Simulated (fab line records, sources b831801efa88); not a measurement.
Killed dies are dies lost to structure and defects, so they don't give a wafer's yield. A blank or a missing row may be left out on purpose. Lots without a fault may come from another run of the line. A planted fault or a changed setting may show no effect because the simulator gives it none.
A struck lot beside a sound one | flow sky130 | 15 steps out of a route of 708
Sound: wafers L803.1, L803.5, L803.6. Struck: wafers L810.4, L810.5. (L810.6 of the same lot was not struck and is left out.) The cause comes at the end.
At each step with rows: each side's tool, then ch and its chambers, then its first start. Under that, the readings that differ: sound wafers | struck wafers | difference of the means | sigmas: that difference in standard deviations of wafers without a fault.
alike: readings whose means differ by less than 2 such deviations, and words and numbers that are the same on both sides. not compared: withheld readings, readings that some wafer has no value for, bounds like >300 that may hide the same value, and numbers for which the record gives no deviation and whose values overlap.
The two part at a step that has a row with sigmas, a row that says differs or no value, or rows on one side only. Numbers that don't overlap but have no deviation are shown without sigmas and don't part them. A reading that every wafer of one side lacks parts them only if that side has two wafers or more.

SKY_CAP2M_THK_MEAS_01:
  sound on film_metro-01, day 40 04:45; struck on film_metro-01, day 42 07:39
  alike: CAP2M_CVD_00_THK
SKY_CAP2M_SPUTTER_02: material TiN, target thk 200 nm, time 166.7 s.
  sound on pvd_sputter-03, day 40 04:49; struck on pvd_sputter-04, day 42 07:41
  alike: chamber_pressure_pa, throttle_valve_pct
SKY_CAP2M_RS_MEAS_03: measures by four-point-probe.
  sound on film_metro-02, day 40 04:55; struck on film_metro-02, day 42 07:51
  alike: CAP2M_TIN_RS
SKY_CAP2M_THK_MEAS_04: measures by xrf.
  sound on film_metro-02, day 40 05:02; struck on film_metro-02, day 42 07:56
  alike: CAP2M_TIN_THK
then, 7 steps without rows for these wafers: SKY_CAP2M_DEHYDRATE_05 (time 60 s); SKY_CAP2M_HMDS_06 (prime time 60 s); SKY_CAP2M_COAT_07 (resist thk 1140 nm); SKY_CAP2M_SOFTBAKE_08 (time 60 s); SKY_CAP2M_EXPOSE_09 (exposes mask CAP2M, target cd 1000 nm); SKY_CAP2M_PEB_10; SKY_CAP2M_DEVELOP_11 (develop time 60 s).
SKY_CAP2M_OVL_MEAS_12:
  sound on overlay-01, day 41 04:29; struck on overlay-01, day 43 06:56
  alike: CAP2M_OVL
SKY_CAP2M_METAL_ETCH_13: etches TiN in Cl2/BCl3, stops on SiO2, target depth 220 nm, time 62.9 s.
  sound on rie_metal-02 ch 0,1, day 41 04:31; struck on rie_metal-02 ch 1, day 43 06:58
  reading                                | sound             | struck        | difference | sigmas
  chamber_pressure_mTorr (mTorr)         | 9.996 9.989 9.983 | 11.991 12.001 | +2.007     | +99 or more
  model.SiO2_of_CAP2M_CVD_00.thk_nm (nm) | 15.44 15.59 15.84 | 15.28 15.15   | -0.41      |
  alike: drypump_motor_current_A, oes_product_au, throttle_valve_pct
  not compared: rf_hours_counter_h
SKY_CAP2M_STRIP_14: strips in O2/N2.
  sound on plasma_asher-02 ch 0,1, day 41 04:35; struck on plasma_asher-01 ch 0,1, day 43 07:04
  alike: drypump_motor_current_A, oes_product_au, strip_time_to_endpoint_s
  not compared: rf_hours_counter_h
-- the record jumps here: 5 days lie between the struck wafers' starts before and after (it left off in module CAP2M and takes up again in module PAD_OPEN, whose first step shown is number 708 of the route) --
SKY_PAD_OPEN_PROBE_99:
  sound on prober-02, day 46 04:08; struck on prober-01, day 47 23:12
  alike: defect_limited_yield, killed_at_M0_to_M3, killed_at_M4_up, killed_at_contacts, killed_at_front_end, killed_at_other, killed_dies, killed_open, killed_short, sort_bin_3_pad_short, sort_bin_5_function, sort_bin_6_memory, sort_n_pass, sort_yield_pct

WHERE THEY PART
Only at SKY_CAP2M_METAL_ETCH_13, within this record. Later steps at which nothing parts them and some readings are alike: SKY_CAP2M_STRIP_14, SKY_PAD_OPEN_PROBE_99.

WHY: what the simulator had put in
Process parameter drift: rie_metal-02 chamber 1, from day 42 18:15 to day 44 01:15, at SKY_CAP2M_METAL_ETCH_13. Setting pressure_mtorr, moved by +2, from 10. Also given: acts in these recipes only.
